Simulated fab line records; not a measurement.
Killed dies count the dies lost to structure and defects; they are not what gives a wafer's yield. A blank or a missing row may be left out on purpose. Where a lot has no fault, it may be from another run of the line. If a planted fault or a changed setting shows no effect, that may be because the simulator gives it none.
Which tool was responsible? :: flow sky130 :: 18 wafers from 6 lots sampled at 2 of the route's 708 steps

== WHAT THE GAUGES READ, wafer by wafer ==
SKY_NWELL_RS_MEAS_29: a four-point-probe measurement.
lot: L822
measured: day 6 17:44
on: film_metro-02
NWELL_RS (ohm/sq): 626.9 626.3 625.8

lot: L829
measured: day 7 23:59
on: film_metro-03
NWELL_RS (ohm/sq): 618.5 618.6 618.1

lot: L832
measured: day 8 12:59
on: film_metro-03
NWELL_RS (ohm/sq): 625.1 624.4 622.5

lot: L837
measured: day 9 18:41
on: film_metro-02
NWELL_RS (ohm/sq): 625.3 623.7 625.2

lot: L839
measured: day 10 08:38
on: film_metro-02
NWELL_RS (ohm/sq): 624.7 623.8 623.4

lot: L841
measured: day 11 07:46
on: film_metro-03
NWELL_RS (ohm/sq): 623.2 625.1 623.9

== WHICH TOOL RAN EACH LOT (tool, then ch and the chambers of the sampled wafers, then the start) ==
lot: L822
SKY_NWELL_IMPLANT_13: implanter-02 ch 0, day 5 22:34

lot: L829
SKY_NWELL_IMPLANT_13: implanter-02 ch 0, day 7 03:58

lot: L832
SKY_NWELL_IMPLANT_13: implanter-01 ch 0, day 7 16:31

lot: L837
SKY_NWELL_IMPLANT_13: implanter-04 ch 0, day 8 21:15

lot: L839
SKY_NWELL_IMPLANT_13: implanter-01 ch 0, day 9 09:35

lot: L841
SKY_NWELL_IMPLANT_13: implanter-02 ch 0, day 10 07:56
- SKY_NWELL_IMPLANT_13

== THE ANSWER, worked out from the rows above alone ==
Rule: what is usual is taken from the lots themselves. Put in order of their means at a reading, lots are off if they are a third of the lots or fewer, leave a main group of 4 or more, and stand apart from it by a gap of 3 or more times the standard deviation of the main group's means; of several such gaps the widest counts. If all means in a main group match to the digits the tables above print for the reading, that group is not used. A lot without any number at a reading at which 4 lots or more have one is off too. Where the step has rows for the other lots, those lots are counted as sound.
Off: at SKY_NWELL_RS_MEAS_29 (NWELL_RS), L829. The main group: mean 624.6 ohm/sq, standard deviation 0.9.
If a tool, at a process step before that reading, ran all the lots that are off and no sound lot after the first of them, it fits. The gauges at SKY_NWELL_RS_MEAS_29 are tried like those tools. None of those tried fits.

== WHAT WAS PUT IN BY THE SIMULATOR ==
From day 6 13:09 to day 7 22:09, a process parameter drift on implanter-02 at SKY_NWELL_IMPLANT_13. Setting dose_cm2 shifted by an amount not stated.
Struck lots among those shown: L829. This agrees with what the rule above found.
